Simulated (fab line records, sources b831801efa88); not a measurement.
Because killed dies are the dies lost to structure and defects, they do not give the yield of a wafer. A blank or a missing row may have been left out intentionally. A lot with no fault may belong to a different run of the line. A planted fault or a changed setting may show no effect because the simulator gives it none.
What tool caused it? || flow sky130 || 36 wafers from 12 lots sampled at 5 of the route's 708 steps

WHAT THE GAUGES SHOWED, per wafer
SKY_VT_ADJUST_HVTP_TW_MEAS_11.
{"lot": "L508", "measured": "day 6 01:12", "on": "film metro-01", "VT_ADJUST_HVTP_TW": "1356 1349 1352"}
{"lot": "L509", "measured": "day 6 04:29", "on": "film metro-03", "VT_ADJUST_HVTP_TW": "1343 1339 1339"}
{"lot": "L510", "measured": "day 6 09:38", "on": "film metro-03", "VT_ADJUST_HVTP_TW": "1343 1343 1342"}
{"lot": "L514", "measured": "day 7 13:10", "on": "film metro-04", "VT_ADJUST_HVTP_TW": "1471 1473 1475"}
{"lot": "L515", "measured": "day 7 13:27", "on": "film metro-04", "VT_ADJUST_HVTP_TW": "1394 1395 1398"}
{"lot": "L519", "measured": "day 8 16:52", "on": "film metro-04", "VT_ADJUST_HVTP_TW": "1456 1458 1469"}
{"lot": "L524", "measured": "day 10 16:33", "on": "film metro-03", "VT_ADJUST_HVTP_TW": "1343 1335 1338"}
{"lot": "L526", "measured": "day 11 02:25", "on": "film metro-01", "VT_ADJUST_HVTP_TW": "1358 1352 1355"}
{"lot": "L527", "measured": "day 11 06:48", "on": "film metro-01", "VT_ADJUST_HVTP_TW": "1360 1362 1361"}
{"lot": "L528", "measured": "day 11 09:13", "on": "film metro-03", "VT_ADJUST_HVTP_TW": "1337 1350 1349"}
{"lot": "L530", "measured": "day 12 00:07", "on": "film metro-04", "VT_ADJUST_HVTP_TW": "1388 1390 1385"}
{"lot": "L531", "measured": "day 12 05:11", "on": "film metro-04", "VT_ADJUST_HVTP_TW": "1389 1384 1377"}

SKY_GATE_OXIDE_OVL_MEAS_10.
{"lot": "L508", "measured": "day 13 11:35", "on": "overlay-01", "GATE_OXIDE_OVL (nm)": "1.4 1.2 0.8"}
{"lot": "L509", "measured": "day 13 19:54", "on": "overlay-01", "GATE_OXIDE_OVL (nm)": "0.9 -0.6 -0.6"}
{"lot": "L510", "measured": "day 13 21:28", "on": "overlay-02", "GATE_OXIDE_OVL (nm)": "-0.1 0.4 -1.3"}
{"lot": "L514", "measured": "day 15 16:11", "on": "overlay-02", "GATE_OXIDE_OVL (nm)": "-1.8 2.0 0.6"}
{"lot": "L515", "measured": "day 15 16:57", "on": "overlay-02", "GATE_OXIDE_OVL (nm)": "-2.1 -0.1 0.5"}
{"lot": "L519", "measured": "day 17 11:27", "on": "overlay-01", "GATE_OXIDE_OVL (nm)": "1.3 -0.5 -0.8"}
{"lot": "L524", "measured": "day 19 22:09", "on": "overlay-01", "GATE_OXIDE_OVL (nm)": "-0.1 2.6 0.4"}
{"lot": "L526", "measured": "day 20 15:06", "on": "overlay-01", "GATE_OXIDE_OVL (nm)": "-1.1 1.4 0.1"}
{"lot": "L527", "measured": "day 20 18:50", "on": "overlay-01", "GATE_OXIDE_OVL (nm)": "1.4 0.8 0.9"}
{"lot": "L528", "measured": "day 20 23:44", "on": "overlay-02", "GATE_OXIDE_OVL (nm)": "1.0 -0.4 3.0"}
{"lot": "L530", "measured": "day 21 19:11", "on": "overlay-01", "GATE_OXIDE_OVL (nm)": "0.1 2.0 2.6"}
{"lot": "L531", "measured": "day 22 01:55", "on": "overlay-02", "GATE_OXIDE_OVL (nm)": "0.2 1.0 0.7"}

SKY_LDD_P_OVL_MEAS_08.
{"lot": "L508", "measured": "day 18 21:37", "on": "overlay-01", "LDD_P_OVL (nm)": "0.9 0.0 -0.3"}
{"lot": "L509", "measured": "day 18 22:25", "on": "overlay-01", "LDD_P_OVL (nm)": "-2.0 0.1 -1.4"}
{"lot": "L510", "measured": "day 18 23:05", "on": "overlay-01", "LDD_P_OVL (nm)": "0.6 1.0 0.9"}
{"lot": "L514", "measured": "day 21 02:10", "on": "overlay-01", "LDD_P_OVL (nm)": "-0.3 -1.2 -1.6"}
{"lot": "L515", "measured": "day 20 23:22", "on": "overlay-01", "LDD_P_OVL (nm)": "-0.2 -0.1 -2.4"}
{"lot": "L519", "measured": "day 23 04:58", "on": "overlay-01", "LDD_P_OVL (nm)": "-1.8 -2.1 -2.1"}
{"lot": "L524", "measured": "day 25 09:10", "on": "overlay-01", "LDD_P_OVL (nm)": "-0.8 -0.9 0.3"}
{"lot": "L526", "measured": "day 26 03:25", "on": "overlay-02", "LDD_P_OVL (nm)": "-1.6 -0.9 0.1"}
{"lot": "L527", "measured": "day 26 04:42", "on": "overlay-01", "LDD_P_OVL (nm)": "-1.9 -2.8 -3.4"}
{"lot": "L528", "measured": "day 26 11:01", "on": "overlay-01", "LDD_P_OVL (nm)": "-2.0 -2.9 0.7"}
{"lot": "L530", "measured": "day 27 02:49", "on": "overlay-01", "LDD_P_OVL (nm)": "2.6 1.4 2.0"}
{"lot": "L531", "measured": "day 27 10:23", "on": "overlay-01", "LDD_P_OVL (nm)": "-1.5 1.5 0.1"}

TOOL THAT RAN EACH LOT (tool first, then ch and the chambers of the sampled wafers, then the start)
{"lot": "L508", "SKY_VT_ADJUST_HVTP_IMPLANT_09": "implanter-04 ch 0, day 6 00:57", "SKY_VT_ADJUST_PCH_STRIP_09": "plasma asher-01 ch 0, day 10 05:17"}
{"lot": "L509", "SKY_VT_ADJUST_HVTP_IMPLANT_09": "implanter-01 ch 0, day 6 04:16", "SKY_VT_ADJUST_PCH_STRIP_09": "plasma asher-02 ch 0,1, day 10 11:34"}
{"lot": "L510", "SKY_VT_ADJUST_HVTP_IMPLANT_09": "implanter-01 ch 0, day 6 09:26", "SKY_VT_ADJUST_PCH_STRIP_09": "plasma asher-03 ch 0,1, day 10 13:40"}
{"lot": "L514", "SKY_VT_ADJUST_HVTP_IMPLANT_09": "implanter-01 ch 0, day 7 12:55", "SKY_VT_ADJUST_PCH_STRIP_09": "plasma asher-01 ch 0,1, day 12 02:59"}
{"lot": "L515", "SKY_VT_ADJUST_HVTP_IMPLANT_09": "implanter-04 ch 0, day 7 13:12", "SKY_VT_ADJUST_PCH_STRIP_09": "plasma asher-02 ch 0,1, day 12 03:20"}
{"lot": "L519", "SKY_VT_ADJUST_HVTP_IMPLANT_09": "implanter-01 ch 0, day 8 16:38", "SKY_VT_ADJUST_PCH_STRIP_09": "plasma asher-01 ch 0,1, day 13 13:02"}
{"lot": "L524", "SKY_VT_ADJUST_HVTP_IMPLANT_09": "implanter-02 ch 0, day 10 16:18", "SKY_VT_ADJUST_PCH_STRIP_09": "plasma asher-01 ch 0,1, day 15 22:41"}
{"lot": "L526", "SKY_VT_ADJUST_HVTP_IMPLANT_09": "implanter-04 ch 0, day 11 02:10", "SKY_VT_ADJUST_PCH_STRIP_09": "plasma asher-02 ch 0,1, day 16 11:50"}
{"lot": "L527", "SKY_VT_ADJUST_HVTP_IMPLANT_09": "implanter-04 ch 0, day 11 06:33", "SKY_VT_ADJUST_PCH_STRIP_09": "plasma asher-01 ch 0,1, day 16 16:47"}
{"lot": "L528", "SKY_VT_ADJUST_HVTP_IMPLANT_09": "implanter-01 ch 0, day 11 08:58", "SKY_VT_ADJUST_PCH_STRIP_09": "plasma asher-01 ch 0,1, day 16 19:23"}
{"lot": "L530", "SKY_VT_ADJUST_HVTP_IMPLANT_09": "implanter-01 ch 0, day 11 23:52", "SKY_VT_ADJUST_PCH_STRIP_09": "plasma asher-01 ch 0,1, day 17 12:35"}
{"lot": "L531", "SKY_VT_ADJUST_HVTP_IMPLANT_09": "implanter-02 ch 0, day 12 04:58", "SKY_VT_ADJUST_PCH_STRIP_09": "plasma asher-02 ch 0,1, day 17 20:43"}
- SKY_VT_ADJUST_HVTP_IMPLANT_09
- SKY_VT_ADJUST_PCH_STRIP_09: strips in O2/N2.

WHAT THE TOOLS THEMSELVES READ (means of the sampled wafers that have a number; where no wafer has one, the mark that the record gives instead)
SKY_VT_ADJUST_HVTP_IMPLANT_09.
{"lot": "L508", "tool": "implanter-04", "dose ions cm2": 4.295e+12, "faraday current uA": 24.4}
{"lot": "L509", "tool": "implanter-01", "dose ions cm2": 4.298e+12, "faraday current uA": 23.9}
{"lot": "L510", "tool": "implanter-01", "dose ions cm2": 4.300e+12, "faraday current uA": 24.0}
{"lot": "L514", "tool": "implanter-01", "dose ions cm2": 5.026e+12, "faraday current uA": 27.9}
{"lot": "L515", "tool": "implanter-04", "dose ions cm2": 4.300e+12, "faraday current uA": 24.4}
{"lot": "L519", "tool": "implanter-01", "dose ions cm2": 5.021e+12, "faraday current uA": 28.5}
{"lot": "L524", "tool": "implanter-02", "dose ions cm2": 4.302e+12, "faraday current uA": 24.5}
{"lot": "L526", "tool": "implanter-04", "dose ions cm2": 4.296e+12, "faraday current uA": 24.2}
{"lot": "L527", "tool": "implanter-04", "dose ions cm2": 4.297e+12, "faraday current uA": 24.3}
{"lot": "L528", "tool": "implanter-01", "dose ions cm2": 4.301e+12, "faraday current uA": 24.1}
{"lot": "L530", "tool": "implanter-01", "dose ions cm2": 4.295e+12, "faraday current uA": 23.8}
{"lot": "L531", "tool": "implanter-02", "dose ions cm2": 4.303e+12, "faraday current uA": 24.3}

SKY_VT_ADJUST_PCH_STRIP_09.
{"lot": "L508", "tool": "plasma asher-01", "drypump motor current A (A)": 6.25, "o2 flow sccm (sccm)": 2999, "oes product au (a.u.)": 0.726, "strip time to endpoint s (s)": 36.93}
{"lot": "L509", "tool": "plasma asher-02", "drypump motor current A (A)": 6.07, "o2 flow sccm (sccm)": 2996, "oes product au (a.u.)": 0.725, "strip time to endpoint s (s)": 36.99}
{"lot": "L510", "tool": "plasma asher-03", "drypump motor current A (A)": 6.12, "o2 flow sccm (sccm)": 3002, "oes product au (a.u.)": 0.722, "strip time to endpoint s (s)": 36.87}
{"lot": "L514", "tool": "plasma asher-01", "drypump motor current A (A)": 6.36, "o2 flow sccm (sccm)": 3005, "oes product au (a.u.)": 0.719, "strip time to endpoint s (s)": 37.01}
{"lot": "L515", "tool": "plasma asher-02", "drypump motor current A (A)": 6.06, "o2 flow sccm (sccm)": 2992, "oes product au (a.u.)": 0.723, "strip time to endpoint s (s)": 37.05}
{"lot": "L519", "tool": "plasma asher-01", "drypump motor current A (A)": 6.34, "o2 flow sccm (sccm)": 2998, "oes product au (a.u.)": 0.722, "strip time to endpoint s (s)": 36.89}
{"lot": "L524", "tool": "plasma asher-01", "drypump motor current A (A)": 6.36, "o2 flow sccm (sccm)": 2995, "oes product au (a.u.)": 0.720, "strip time to endpoint s (s)": 36.92}
{"lot": "L526", "tool": "plasma asher-02", "drypump motor current A (A)": 6.06, "o2 flow sccm (sccm)": 3005, "oes product au (a.u.)": 0.725, "strip time to endpoint s (s)": 36.95}
{"lot": "L527", "tool": "plasma asher-01", "drypump motor current A (A)": 6.32, "o2 flow sccm (sccm)": 2997, "oes product au (a.u.)": 0.718, "strip time to endpoint s (s)": 37.02}
{"lot": "L528", "tool": "plasma asher-01", "drypump motor current A (A)": 6.32, "o2 flow sccm (sccm)": 3001, "oes product au (a.u.)": 0.719, "strip time to endpoint s (s)": 37.07}
{"lot": "L530", "tool": "plasma asher-01", "drypump motor current A (A)": 6.31, "o2 flow sccm (sccm)": 2990, "oes product au (a.u.)": 0.721, "strip time to endpoint s (s)": 36.98}
{"lot": "L531", "tool": "plasma asher-02", "drypump motor current A (A)": 5.96, "o2 flow sccm (sccm)": 3000, "oes product au (a.u.)": 0.722, "strip time to endpoint s (s)": 36.99}

THE ANSWER, worked out from the rows above alone
Rule: what is usual is taken from the lots themselves. Put in order of their means at a reading, lots are off if they are a third of the lots or fewer, leave a main group of 4 or more, and stand apart from it by a gap of 3 or more times the standard deviation of the main group's means; of several such gaps the widest counts. The tables above print the reading to a certain number of digits; a main group whose means all agree to those digits is not used. Also off: a lot with no number at a reading for which 4 or more lots have one. Where the step has rows for the other lots, those lots are counted as sound. After the gauges, taken in route order, come the tools' own readings; for these a lot's mean is taken, as printed above. At the first step where some lot is off, the reading lying furthest off is the one used; lots without a number count as furthest.
Off: L514, L519, at SKY_VT_ADJUST_HVTP_TW_MEAS_11 (VT_ADJUST_HVTP_TW). The main group: mean 1360, standard deviation 20.
If a tool, at a process step before that reading, ran all the lots that are off and no sound lot after the first of them, it fits. Not tried: the gauges at SKY_VT_ADJUST_HVTP_TW_MEAS_11; whatever is off there is also off at SKY_VT_ADJUST_HVTP_IMPLANT_09, on other tools, and gauge error can't account for it. Of those tried, none fits.

WHAT THE SIMULATOR PUT IN
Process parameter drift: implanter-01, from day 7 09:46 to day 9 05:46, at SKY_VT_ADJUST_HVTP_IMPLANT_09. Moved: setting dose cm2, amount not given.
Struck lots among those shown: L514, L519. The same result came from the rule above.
